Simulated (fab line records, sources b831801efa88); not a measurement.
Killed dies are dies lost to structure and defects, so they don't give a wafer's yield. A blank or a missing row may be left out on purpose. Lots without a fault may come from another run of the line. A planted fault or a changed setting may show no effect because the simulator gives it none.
A struck lot beside a sound one | flow sky130 | 20 steps out of a route of 708
Sound: wafers L794.2, L794.5, L794.6. Struck: wafers L801.1, L801.4, L801.6. The cause comes at the end.
At each step with rows: each side's tool, then ch and its chambers, then its first start. Under that, the readings that differ: sound wafers | struck wafers | difference of the means | sigmas: that difference in standard deviations of wafers without a fault.
alike: readings whose means differ by less than 2 such deviations, and words and numbers that are the same on both sides. not compared: withheld readings, readings that some wafer has no value for, bounds like >300 that may hide the same value, and numbers for which the record gives no deviation and whose values overlap.
The two part at a step that has a row with sigmas, a row that says differs or no value, or rows on one side only. Numbers that don't overlap but have no deviation are shown without sigmas and don't part them. A reading that every wafer of one side lacks parts them only if that side has two wafers or more.

first, 6 steps without rows for these wafers: SKY_VT_ADJUST_PCH_HMDS_01 (prime time 60 s); SKY_VT_ADJUST_PCH_COAT_02 (resist thk 3000 nm); SKY_VT_ADJUST_PCH_SOFTBAKE_03; SKY_VT_ADJUST_PCH_EXPOSE_04 (exposes mask NWM, target cd 840 nm); SKY_VT_ADJUST_PCH_PEB_05; SKY_VT_ADJUST_PCH_DEVELOP_06 (develop time 60 s).
SKY_VT_ADJUST_PCH_OVL_MEAS_07:
  sound on overlay-02, day 14 12:59; struck on overlay-01, day 16 17:04
  alike: VT_ADJUST_PCH_OVL
then, 1 step without rows for these wafers: SKY_VT_ADJUST_PCH_IMPLANT_08.
SKY_VT_ADJUST_PCH_STRIP_09: strips in O2/N2.
  sound on plasma_asher-04 ch 0,1, day 14 13:10; struck on plasma_asher-01 ch 0,1, day 16 17:15
  alike: drypump_motor_current_A, oes_product_au, strip_time_to_endpoint_s
  not compared: rf_hours_counter_h
SKY_VT_ADJUST_PCH_TW_MEAS_10:
  sound on film_metro-04, day 14 13:17; struck on film_metro-03, day 16 17:21
  alike: VT_ADJUST_PCH_TW
then, 2 steps without rows for these wafers: SKY_SONOS_TUNNEL_DEHYDRATE_00 (time 60 s); SKY_SONOS_TUNNEL_HMDS_01 (prime time 60 s).
SKY_SONOS_TUNNEL_COAT_02: resist thk 1140 nm.
  sound on litho_track-01 ch 0, day 15 02:47; struck on litho_track-02, day 17 06:56
  no value came back on the struck wafers for chill_plate_temp_C (C), dispense_pressure_kPa (kPa); on the sound wafers chill_plate_temp_C (C) reads 23.04 23.06 23.00
then, 4 steps without rows for these wafers: SKY_SONOS_TUNNEL_SOFTBAKE_03 (time 60 s); SKY_SONOS_TUNNEL_EXPOSE_04 (exposes mask TUNM, target cd 410 nm); SKY_SONOS_TUNNEL_PEB_05; SKY_SONOS_TUNNEL_DEVELOP_06 (develop time 60 s).
SKY_SONOS_TUNNEL_CD_MEAS_07: target cd 410 nm.
  sound on cd_sem-02, day 15 16:29; struck on cd_sem-01, day 17 22:35
  reading    | sound             | struck | difference                    | sigmas
  cd_nm (nm) | 410.5 411.0 410.3 | - - -  | no value on the struck wafers |
SKY_SONOS_TUNNEL_OVL_MEAS_08:
  sound on overlay-02, day 15 16:35; struck on overlay-02, day 17 22:43
  reading               | sound          | struck | difference                    | sigmas
  SONOS_TUNNEL_OVL (nm) | -2.0 -0.2 -0.9 | - - -  | no value on the struck wafers |
-- the record jumps here: 32 days lie between the struck wafers' starts before and after (it left off in module SONOS_TUNNEL and takes up again in module PAD_OPEN, whose first step shown is number 708 of the route) --
SKY_PAD_OPEN_PROBE_99:
  sound on prober-02, day 49 01:29; struck on prober-02, day 50 08:23
  reading             | sound    | struck                                                               | difference                   | sigmas
  hold                | - - -    | await_dispo/1.1h/scrap await_dispo/1.1h/scrap await_dispo/1.1h/scrap | no value on the sound wafers |
  killed_at_M0_to_M3  | 44 41 30 | 47 47 68                                                             | +16                          | +2
  killed_at_front_end | 16 12 10 | 418 408 399                                                          | +396                         | +86
  killed_dies         | 92 74 73 | 492 492 492                                                          | +412                         | +41
  killed_on_rim       | 15 17 13 | 96 96 96                                                             | +81                          | +20
  killed_open         | 48 40 38 | 66 55 52                                                             | +16                          | +2
  alike: killed_at_M4_up, killed_at_contacts, killed_at_other, killed_short

WHERE THEY PART
First at SKY_SONOS_TUNNEL_COAT_02; last, within this record, at SKY_PAD_OPEN_PROBE_99.

WHY: what the simulator had put in
Skipped step whole: litho_track-02, from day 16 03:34 on, at SKY_SONOS_TUNNEL_COAT_02. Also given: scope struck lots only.
